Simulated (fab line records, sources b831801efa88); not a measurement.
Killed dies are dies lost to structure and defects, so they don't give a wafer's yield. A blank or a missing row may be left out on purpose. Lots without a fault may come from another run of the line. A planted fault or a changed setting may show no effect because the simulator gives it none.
fab line records | flow sfq_line
record lots=14 wafers=42 last_day=80
route steps=325 shown I0@44
lots that met no fault: from a run of the same line without faults
start_h: hours from the record's first day to the start of the lot's first wafer shown | wait_h: hours since the lot's step before | " the same as in the row above | L1.1+2: a row that stands for several wafers | - no value, or no start given | * or withheld: withheld | < > ~ a bound
route shown NAME@n: a module of which the file shows steps, and the number in the route of the first | usual: mean/standard deviation of fault-free wafers | same: alike in all rows | chamber/n: place in a boat | sites: the reading at each site | _std_site: their standard deviation | _edge_site: outer sites' mean less inner sites' | radius_mm: how far each site lies from the wafer's centre | mask NAME#n: copy n | behind: the tool/chamber that last shaped the wafer | hold: why the lot was held/for how many hours/how that ended | device: the transistor (n, p or np) that didn't switch | end of line: the same wafers' tests at the end of the route | a step without rows: its recipe alone | killed: dies lost to structure and defects at the first sort, not the wafer's yield | map: a wafer's dies, x killed, . not, _ none there
set.NAME: the setting as run; set.NAME@STEP: as run at that earlier step | model.NAME: the simulator's own value behind a step, which no gauge read
steps of the route over a sample of lots; a table a step, a row a wafer
services: from which hour (start_h, from the record's first day; less than 0 if before it) a tool's chamber was out of use, for how many hours, and why
## steps
# step SFQ_TRILAYER_I0_CMP_CMP_028
# recipe material=SiO2 down_force_psi=3 platen_rpm=60 pad_velocity_m_s=0.94248
# usual motor_current_A=10.3/0.9 platen_rpm=60.00/0.042 time_to_endpoint_s=218/8.4
# columns lot.wafer tool chamber start_h wait_h motor_current_A platen_rpm time_to_endpoint_s
L296.2 cmp-01 1 273.47 6.5 9.4 59.91 213
L296.3 " 2 " " 11.4 59.95 215
L296.6 " 3 " " 9.7 59.99 224
L298.1 cmp-01 1 289.99 0.9 9.2 60.05 207
L298.3 " 0 291.49 2.4 9.5 60.04 208
L298.5 " 1 " " 8.8 60.00 214
L299.4 cmp-01 0 295.13 0.0 10.0 60.02 215
L299.2 " 3 296.63 1.5 9.8 60.00 229
L299.5 " 0 " " 10.1 60.01 213
L300.3 cmp-02 3 322.03 5.0 10.8 59.90 209
L300.4 " 0 " " 12.0 60.04 222
L300.1 " 1 " " 10.5 59.95 229
L301.2 cmp-02 1 336.53 3.7 10.2 59.97 235
L301.4 " 0 338.03 5.2 11.2 59.99 238
L301.6 " 2 339.03 6.2 11.2 60.03 227
L302.2 cmp-01 1 340.54 0.5 8.7 59.94 220
L302.4 " 2 " " 11.1 60.00 223
L302.6 " 1 342.54 2.5 8.8 59.98 222
L303.4 cmp-02 1 350.13 0.5 9.9 60.03 228
L303.1 " 2 " " 10.9 60.04 209
L303.5 " 0 351.63 2.0 11.3 60.04 223
L304.2 cmp-02 1 358.63 1.8 10.1 60.06 225
L304.4 " 2 " " 10.8 60.03 219
L304.5 " 2 361.13 4.3 10.8 60.03 215
L305.2 cmp-02 3 365.73 0.5 10.6 60.02 212
L305.1 " 1 366.73 1.5 10.8 60.01 220
L305.5 " 2 " " 11.7 59.96 218
L309.4 cmp-01 1 394.37 2.3 8.7 60.04 212
L309.3 " 3 395.37 3.3 9.1 60.00 222
L309.6 " 0 " " 10.2 60.11 248
L311.4 cmp-01 0 409.01 0.0 10.2 59.98 247
L311.3 " 1 " " 9.0 59.97 209
L311.5 " 0 411.01 2.0 10.3 59.92 253
L317.2 cmp-01 3 485.90 1.0 9.5 59.96 215
L317.4 " 0 " " 10.1 59.92 212
L317.6 " 2 487.40 2.5 10.7 60.01 225
L318.3 cmp-01 2 491.40 0.5 11.0 60.05 216
L318.2 " 3 " " 9.3 60.00 217
L318.1 " 0 " " 9.9 60.03 204
L319.3 cmp-02 1 503.40 0.5 10.1 60.03 225
L319.4 " 2 " " 11.4 60.00 221
L319.6 " 0 504.90 2.0 11.1 59.98 224
# step SFQ_TRILAYER_I0_METRO_MEASURE_029
# usual thk_nm=200.3/1.1
# columns lot.wafer tool chamber start_h wait_h thk_nm
L296.2 film_metro-03 - 275.79 0.3 198.8
L296.3 " - " " 200.0
L296.6 " - " " 200.3
L298.1 film_metro-03 - 293.11 0.1 199.3
L298.3 " - " " 199.0
L298.5 " - " " 199.7
L299.2 film_metro-02 - 298.45 0.3 201.4
L299.4 " - " " 198.7
L299.5 " - " " 201.0
L300.1 film_metro-04 - 324.65 0.1 201.5
L300.3 " - " " 199.9
L300.4 " - " " 201.6
L301.2 film_metro-03 - 339.85 0.3 201.9
L301.4 " - " " 201.1
L301.6 " - " " 199.2
L302.2 film_metro-03 - 343.36 0.3 201.9
L302.4 " - " " 202.0
L302.6 " - " " 200.6
L303.1 film_metro-04 - 352.75 0.1 200.1
L303.4 " - " " 202.4
L303.5 " - " " 201.4
L304.2 film_metro-04 - 361.95 0.3 201.9
L304.4 " - " " 200.3
L304.5 " - " " 200.1
L305.1 film_metro-02 - 368.35 0.1 202.3
L305.2 " - " " 199.8
L305.5 " - " " 199.3
L309.3 film_metro-03 - 397.39 0.5 199.7
L309.4 " - " " 200.1
L309.6 " - " " 148.3
L311.3 film_metro-03 - 412.53 0.5 200.5
L311.4 " - " " 150.7
L311.5 " - " " 149.7
L317.2 film_metro-04 - 488.22 0.3 201.2
L317.4 " - " " 199.6
L317.6 " - " " 200.5
L318.1 film_metro-02 - 494.02 0.1 198.9
L318.2 " - " " 200.4
L318.3 " - " " 200.1
L319.3 film_metro-03 - 506.42 0.5 200.7
L319.4 " - " " 199.4
L319.6 " - " " 200.6
# step SFQ_TRILAYER_I0_VIA_ETCH_VIA_ETCH_034
# recipe target=SiO2 stop_on=Nb mask_material=PR taper_deg=20 chemistry=CHF3 target_depth_nm=260 source_w=500 bias_w=80 pressure_mtorr=30 time_s=withheld
# usual drypump_motor_current_A=5.8/0.43 oes_product_au=0.855/0.0052 rf_fwd_power_W=498.0/1.8
# columns lot.wafer tool chamber start_h wait_h drypump_motor_current_A oes_product_au rf_fwd_power_W
L296.2 rie_diel-03 0 290.90 0.0 5.8 0.850 498.9
L296.3 " 3 " " 5.5 0.855 495.2
L296.6 " 0 " " 5.8 0.862 499.7
L298.1 rie_diel-01 0 302.90 0.0 6.5 0.852 494.4
L298.3 " 1 " " 6.1 0.856 499.5
L298.5 " 0 " " 6.6 0.847 496.4
L299.2 rie_diel-03 1 308.90 0.0 5.9 0.848 501.8
L299.4 " 0 " " 5.8 0.845 497.3
L299.5 " 3 " " 5.5 0.851 497.8
L300.1 rie_diel-03 1 338.43 0.0 5.9 0.854 498.1
L300.3 " 0 " " 5.8 0.854 499.9
L300.4 " 3 " " 5.5 0.863 499.0
L301.2 rie_diel-03 0 344.43 0.0 5.8 0.858 498.1
L301.4 " 3 " " 5.5 0.858 494.0
L301.6 " 0 " " 5.8 0.853 500.9
L302.2 rie_diel-01 1 349.23 0.0 6.2 0.867 498.1
L302.4 " 2 " " 5.6 0.853 496.4
L302.6 " 1 " " 6.1 0.856 498.3
L303.1 rie_diel-01 2 356.28 0.0 5.6 0.857 496.7
L303.4 " 0 " " 6.6 0.870 497.2
L303.5 " 0 " " 6.6 0.863 497.8
L304.2 rie_diel-02 1 365.27 0.0 5.5 0.866 499.1
L304.4 " 3 " " 5.2 0.854 497.5
L304.5 " 1 " " 5.5 0.848 498.3
L305.1 rie_diel-01 3 371.87 0.0 6.1 0.862 497.9
L305.2 " 0 " " 6.6 0.857 498.8
L305.5 " 3 " " 6.1 0.866 500.0
L309.3 rie_diel-01 0 560.83 0.0 6.6 0.850 500.3
L309.4 " 3 " " 6.1 0.853 500.7
L309.6 " 1 " " 6.2 0.731 498.4
L311.3 rie_diel-01 1 577.63 0.0 6.1 0.854 498.8
L311.4 " 3 " " 6.0 0.735 499.0
L311.5 " 2 " " 5.6 0.740 494.7
L317.2 rie_diel-01 3 648.60 0.0 6.1 0.851 498.2
L317.4 " 1 " " 6.1 0.859 496.7
L317.6 " 1 " " 6.2 0.853 499.8
L318.1 rie_diel-02 3 659.40 0.0 5.2 0.855 499.9
L318.2 " 1 " " 5.5 0.858 501.7
L318.3 " 2 " " 6.1 0.858 494.8
L319.3 rie_diel-03 1 669.00 0.0 5.9 0.861 496.1
L319.4 " 0 " " 5.8 0.853 496.7
L319.6 " 3 " " 5.5 0.856 498.0
## services
# columns tool chamber start_h hours kind
rie_diel-01 0 252.60 5.0 repair
rie_diel-01 0 312.74 18.0 repair
film_metro-03 - 334.36 1.7 pm
cmp-01 - 354.43 6.5 pm
cmp-02 - 390.41 3.8 repair
film_metro-03 - 394.45 1.0 pm
cmp-02 - 394.74 4.9 pm
film_metro-03 - 395.53 1.2 pm
cmp-02 - 406.00 4.0 pm
rie_diel-01 2 427.32 7.7 repair
film_metro-03 - 434.27 0.8 pm
rie_diel-01 3 442.46 4.9 repair
cmp-01 - 454.74 0.4 repair
cmp-02 - 454.89 0.5 repair
cmp-02 - 458.30 4.7 pm
cmp-01 - 504.81 5.2 pm
cmp-01 - 568.73 1.6 repair
cmp-01 - 572.47 4.0 pm
film_metro-03 - 579.36 1.5 pm
cmp-01 - 584.08 0.4 repair
rie_diel-01 3 606.85 7.2 repair
cmp-01 - 609.64 1.0 repair
cmp-01 - 633.18 1.1 repair
film_metro-03 - 639.45 0.6 pm
## key
first_sign step=SFQ_TRILAYER_I0_CMP_CMP_028 reading=time_to_endpoint_s direction=up sigmas=3.8 usual=* struck=*
effect step=SFQ_TRILAYER_I0_METRO_MEASURE_029 reading=thk_nm direction=down sigmas=46 usual=200.3 struck=149.6
effect step=SFQ_TRILAYER_I0_VIA_ETCH_VIA_ETCH_034 reading=oes_product_au direction=down sigmas=23 usual=0.855 struck=0.736
met_at SFQ_TRILAYER_I0_CMP_CMP_028
struck_lots L309,L311
struck_wafers L309.6,L311.4,L311.5
onset_between 295.13 394.37
fault kind=process_parameter_drift tool=cmp-01 chamber=0 onset_h=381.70 steps=SFQ_TRILAYER_I0_CMP_CMP_028 channel=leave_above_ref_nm offset=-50 shape=step end_h=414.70 acts_in=these_recipes_only stated=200
